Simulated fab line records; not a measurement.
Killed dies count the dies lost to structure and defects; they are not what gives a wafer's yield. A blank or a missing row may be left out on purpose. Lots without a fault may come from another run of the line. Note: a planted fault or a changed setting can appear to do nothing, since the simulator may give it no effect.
Struck lot and sound lot, side by side ; flow sky130 ; 34 steps out of a route of 708
Sound: the wafers L881.1, L881.2, L881.5. Struck: wafer L873.2. (L873.5 of the same lot was not struck and is left out.) The cause comes at the end.
Per side, at each step with rows, come the tool, then ch with its chambers, and then its first start. Under that, the readings that differ: sound wafers ; struck wafers ; difference of the means ; sigmas: that difference in standard deviations of wafers without a fault.
alike: readings whose means differ by less than 2 such deviations, and words and numbers that are the same on both sides. not compared: withheld readings, readings that some wafer has no value for, bounds like >300 that may hide the same value, and numbers for which the record gives no deviation and whose values overlap.
Wherever a step has rows on one side only, a row that says differs or no value, or a row with sigmas, the two part there. Non-overlapping numbers with no deviation appear without sigmas and do not part them. A reading missing from all wafers of one side parts the sides only when that side holds two or more wafers.

first, 9 steps without rows for these wafers: SKY_METAL1_DEVELOP_14 (develop time 60 s); SKY_METAL1_DESCUM_17 (chemistry O2, time 8 s); SKY_METAL1_ETCH_18 (etches BARC in N2/H2, stops on SiO2, time 45.9 s, target depth 60 nm); SKY_METAL1_METAL_ETCH_19 (etches the open film in Cl2/BCl3, stops on SiO2, target depth 360 nm, time 78 s); SKY_METAL1_STRIP_20 (strips in O2/N2); SKY_METAL1_STRIP_21 (strips in post etch residue remover, time 1200 s); SKY_METAL1_CLEAN_22 (cleans in IPA, time 180 s); SKY_METAL1_CLEAN_23 (cleans in O3/DIW); SKY_VIA1_HDPCVD_00 (deposits SiO2, target thk 1030 nm, time 171.7 s).
SKY_VIA1_CMP_02: polishes SiO2.
  sound on cmp-02 ch 0,2, day 38 16:44; struck on cmp-01 ch 3, day 34 06:19
reading;sound;struck;difference;sigmas
slurry filter dp kPa (kPa);13.83 13.44 13.87;13.19;-0.52;-3
model.SiO2_of_VIA1_HDPCVD_00.thk nm (nm);344.7 345.8 345.5;257.4;-87.9;
  alike: motor current A
then, 9 steps without rows for these wafers: SKY_VIA1_DEHYDRATE_04 (time 60 s); SKY_VIA1_HMDS_05 (prime time 60 s); SKY_VIA1_COAT_06 (resist thk 60 nm); SKY_VIA1_COAT_07 (resist thk 450 nm); SKY_VIA1_SOFTBAKE_08 (time 90 s); SKY_VIA1_EXPOSE_09 (exposes mask VIM, target cd 150 nm); SKY_VIA1_PEB_10; SKY_VIA1_DEVELOP_11 (develop time 60 s); SKY_VIA1_ETCH_14 (etches BARC in N2/H2, stops on SiO2, time 45.9 s, target depth 60 nm).
SKY_VIA1_ETCH_15: etches SiO2 in C4F8/O2/Ar, stops on TiN, target depth 351 nm, time 54 s.
  sound on rie diel-01 ch 1,3, day 39 17:52; struck on rie diel-02 ch 1, day 35 09:25
reading;sound;struck;difference;sigmas
oes product au (a.u.);0.981 0.985 0.988;0.829;-0.156;-28
model.VIA1.feature depth nm (nm);344.7 345.8 345.5;257.4;-87.9;
model.etch.depth nm (nm);344.7 345.8 345.5;257.4;-87.9;
  alike: bias w
  not compared: rf hours counter h
then, 12 steps without rows for these wafers: SKY_VIA1_STRIP_16 (strips in O2/N2); SKY_VIA1_STRIP_17 (strips in post etch residue remover, time 1200 s); SKY_VIA1_CLEAN_18 (cleans in IPA, time 180 s); SKY_VIA1_CLEAN_19 (cleans in O3/DIW); SKY_VIA1_SPUTTER_20 (material TiN, target thk 20 nm, time 80 s); SKY_VIA1_CVD_21 (deposits W, target thk 270 nm, time 80.902 s); SKY_VIA1_CMP_24 (polishes, stops on SiO2, t overpolish 15 s, target thk 0 nm); SKY_METAL2_SPUTTER_00 (material Ti, target thk 15 nm, time 10 s); SKY_METAL2_SPUTTER_01 (material TiN, target thk 20 nm, time 16.7 s); SKY_METAL2_SPUTTER_02 (material AlCu, target thk 250 nm, time 13.3 s); SKY_METAL2_SPUTTER_03 (material Ti, target thk 5 nm, time 3.3 s); SKY_METAL2_SPUTTER_04 (material TiN, target thk 70 nm, time 58.3 s).
SKY_METAL2_METAL_ETCH_19: etches the open film in Cl2/BCl3, stops on SiO2, target depth 360 nm, time 78 s.
  sound on rie metal-04 ch 0,1, day 40 20:23; struck on rie metal-02 ch 1, day 36 13:17
reading;sound;struck;difference;sigmas
bias w (W);48.79 48.64 48.66;48.16;-0.54;-4
throttle valve pct (%);22.269 22.252 22.250;22.283;+0.026;+3
model.SiO2_of_VIA1_HDPCVD_00.thk nm (nm);330.6 331.9 331.6;243.1;-88.3;
  alike: drypump motor current A, oes product au
  not compared: rf hours counter h
SKY_PAD_OPEN_PROBE_99:
  the record holds rows for the sound wafers here (prober-02, day 50 02:37) but none for the struck ones

== WHERE THEY PART ==
At SKY_VIA1_CMP_02 first; at SKY_PAD_OPEN_PROBE_99 last (within this record only).

WHY: what the simulator had put in
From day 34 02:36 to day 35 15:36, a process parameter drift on cmp-01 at SKY_VIA1_CMP_02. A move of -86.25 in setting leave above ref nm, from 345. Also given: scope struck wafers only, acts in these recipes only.
